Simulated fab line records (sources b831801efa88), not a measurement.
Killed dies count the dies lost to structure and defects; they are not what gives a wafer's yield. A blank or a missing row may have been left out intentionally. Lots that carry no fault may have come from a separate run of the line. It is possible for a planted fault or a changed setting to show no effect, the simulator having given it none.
Split-lot trial || flow gf180mcu || 23 wafers read across 5 lots, on a route 602 steps long

== SPLIT DETAILS ==
At GF_M4_SPUTTER_03 (material Ti, target thk 10 nm, time 6.7 s), the setting power w was moved away from the recipe's 3000 W on 7 of the 23 wafers read, by -6.9% to +9.8%. This setting was run at the recipe's value on the other wafers.

The split's own step is where the reading is taken.

== THE READING ==
Ti_of_M4_SPUTTER_03.thk nm (the simulator's own value, which no gauge read), in nm, at GF_M4_SPUTTER_03 (material Ti, target thk 10 nm, time 6.7 s). The file gives no usual value for it. Across the 16 wafers here that went through the recipe, the average is 10.059 nm and the standard deviation 0.15 nm.

{"wafer": "L076.1", "tool, chamber at the split": "pvd sputter-01, -", "power w as run, W": 3000, "against the recipe": "recipe", "Ti_of_M4_SPUTTER_03.thk nm, nm": 9.811, "against lot-mates on the recipe": "-"}
{"wafer": "L076.2", "tool, chamber at the split": "pvd sputter-01, -", "power w as run, W": 3295, "against the recipe": "+9.8%", "Ti_of_M4_SPUTTER_03.thk nm, nm": 10.95, "against lot-mates on the recipe": "+0.942"}
{"wafer": "L076.3", "tool, chamber at the split": "pvd sputter-01, -", "power w as run, W": 3295, "against the recipe": "+9.8%", "Ti_of_M4_SPUTTER_03.thk nm, nm": 11.18, "against lot-mates on the recipe": "+1.172"}
{"wafer": "L076.4", "tool, chamber at the split": "pvd sputter-01, -", "power w as run, W": 3000, "against the recipe": "recipe", "Ti_of_M4_SPUTTER_03.thk nm, nm": 10.23, "against lot-mates on the recipe": "-"}
{"wafer": "L076.5", "tool, chamber at the split": "pvd sputter-01, -", "power w as run, W": 3000, "against the recipe": "recipe", "Ti_of_M4_SPUTTER_03.thk nm, nm": 9.984, "against lot-mates on the recipe": "-"}
{"wafer": "L079.2", "tool, chamber at the split": "pvd sputter-04, -", "power w as run, W": 3000, "against the recipe": "recipe", "Ti_of_M4_SPUTTER_03.thk nm, nm": 10.06, "against lot-mates on the recipe": "-"}
{"wafer": "L079.3", "tool, chamber at the split": "pvd sputter-04, -", "power w as run, W": 3000, "against the recipe": "recipe", "Ti_of_M4_SPUTTER_03.thk nm, nm": 9.882, "against lot-mates on the recipe": "-"}
{"wafer": "L079.6", "tool, chamber at the split": "pvd sputter-04, -", "power w as run, W": 3000, "against the recipe": "recipe", "Ti_of_M4_SPUTTER_03.thk nm, nm": 9.937, "against lot-mates on the recipe": "-"}
{"wafer": "L083.2", "tool, chamber at the split": "pvd sputter-04, -", "power w as run, W": 2793, "against the recipe": "-6.9%", "Ti_of_M4_SPUTTER_03.thk nm, nm": 9.282, "against lot-mates on the recipe": -0.778}
{"wafer": "L083.3", "tool, chamber at the split": "pvd sputter-04, -", "power w as run, W": 3000, "against the recipe": "recipe", "Ti_of_M4_SPUTTER_03.thk nm, nm": 10.06, "against lot-mates on the recipe": "-"}
{"wafer": "L083.4", "tool, chamber at the split": "pvd sputter-04, -", "power w as run, W": 3000, "against the recipe": "recipe", "Ti_of_M4_SPUTTER_03.thk nm, nm": 10.06, "against lot-mates on the recipe": "-"}
{"wafer": "L083.5", "tool, chamber at the split": "pvd sputter-04, -", "power w as run, W": 2793, "against the recipe": "-6.9%", "Ti_of_M4_SPUTTER_03.thk nm, nm": 9.298, "against lot-mates on the recipe": -0.762}
{"wafer": "L083.6", "tool, chamber at the split": "pvd sputter-04, -", "power w as run, W": 2793, "against the recipe": "-6.9%", "Ti_of_M4_SPUTTER_03.thk nm, nm": 9.398, "against lot-mates on the recipe": -0.662}
{"wafer": "L084.1", "tool, chamber at the split": "pvd sputter-03, -", "power w as run, W": 3000, "against the recipe": "recipe", "Ti_of_M4_SPUTTER_03.thk nm, nm": 10.1, "against lot-mates on the recipe": "-"}
{"wafer": "L084.2", "tool, chamber at the split": "pvd sputter-03, -", "power w as run, W": 3000, "against the recipe": "recipe", "Ti_of_M4_SPUTTER_03.thk nm, nm": 10.43, "against lot-mates on the recipe": "-"}
{"wafer": "L084.3", "tool, chamber at the split": "pvd sputter-03, -", "power w as run, W": 3000, "against the recipe": "recipe", "Ti_of_M4_SPUTTER_03.thk nm, nm": 10.15, "against lot-mates on the recipe": "-"}
{"wafer": "L084.5", "tool, chamber at the split": "pvd sputter-03, -", "power w as run, W": 3000, "against the recipe": "recipe", "Ti_of_M4_SPUTTER_03.thk nm, nm": 10.17, "against lot-mates on the recipe": "-"}
{"wafer": "L084.6", "tool, chamber at the split": "pvd sputter-03, -", "power w as run, W": 3000, "against the recipe": "recipe", "Ti_of_M4_SPUTTER_03.thk nm, nm": 10.13, "against lot-mates on the recipe": "-"}
{"wafer": "L085.1", "tool, chamber at the split": "pvd sputter-03, -", "power w as run, W": 2898, "against the recipe": "-3.4%", "Ti_of_M4_SPUTTER_03.thk nm, nm": 9.564, "against lot-mates on the recipe": -0.417}
{"wafer": "L085.2", "tool, chamber at the split": "pvd sputter-03, -", "power w as run, W": 3000, "against the recipe": "recipe", "Ti_of_M4_SPUTTER_03.thk nm, nm": 10.11, "against lot-mates on the recipe": "-"}
{"wafer": "L085.3", "tool, chamber at the split": "pvd sputter-03, -", "power w as run, W": 3000, "against the recipe": "recipe", "Ti_of_M4_SPUTTER_03.thk nm, nm": 9.863, "against lot-mates on the recipe": "-"}
{"wafer": "L085.4", "tool, chamber at the split": "pvd sputter-03, -", "power w as run, W": 2898, "against the recipe": "-3.4%", "Ti_of_M4_SPUTTER_03.thk nm, nm": 9.692, "against lot-mates on the recipe": -0.289}
{"wafer": "L085.5", "tool, chamber at the split": "pvd sputter-03, -", "power w as run, W": 3000, "against the recipe": "recipe", "Ti_of_M4_SPUTTER_03.thk nm, nm": 9.97, "against lot-mates on the recipe": "-"}

FIT RESULTS
A straight line over all 23 wafers: Ti_of_M4_SPUTTER_03.thk nm changes by +0.105 nm for each +1% of power w; r = +0.95; the points scatter about the line by 0.14 nm.
The same after taking each lot's own level away (the mean of its wafers on the recipe; 23 wafers): +0.107 nm for each +1%; r = +0.97; scatter 0.11 nm.
According to that fit, moving power w by its largest amount changes the reading by 1.1 nm.
The lots' own levels span 9.9597 to 10.1960 nm, that is 1.6 times the standard deviation above.
The two slopes are in agreement: the lot-to-lot level therefore moves the slope only a little.
Check: +1.11 nm against its lot-mates is what the line predicts for one of the wafers moved furthest among these (+9.8%) when that wafer is left out of the fit. Against them it came out at +0.942 nm.

== FURTHER SPLITS ON THESE WAFERS ==
These wafers also went through other splits before the reading. Each is held against what the fit with the lots' levels taken away leaves over:
{"other split on the same wafers": "GF_V1_SPUTTER_21 power w", "wafers away from the commonest value": 5, "r with Ti_of_M4_SPUTTER_03.thk nm (lot level and that fit taken away)": -0.19}
{"other split on the same wafers": "GF_M2_SPUTTER_02 chamber pressure pa", "wafers away from the commonest value": 15, "r with Ti_of_M4_SPUTTER_03.thk nm (lot level and that fit taken away)": -0.01}
{"other split on the same wafers": "GF_V2_SPUTTER_21 chamber pressure pa", "wafers away from the commonest value": 15, "r with Ti_of_M4_SPUTTER_03.thk nm (lot level and that fit taken away)": "+0.00"}

== THE FILE'S OWN FIT ==
Ti_of_M4_SPUTTER_03.thk nm changes by +0.107 nm for each +1% of power w, r = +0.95.
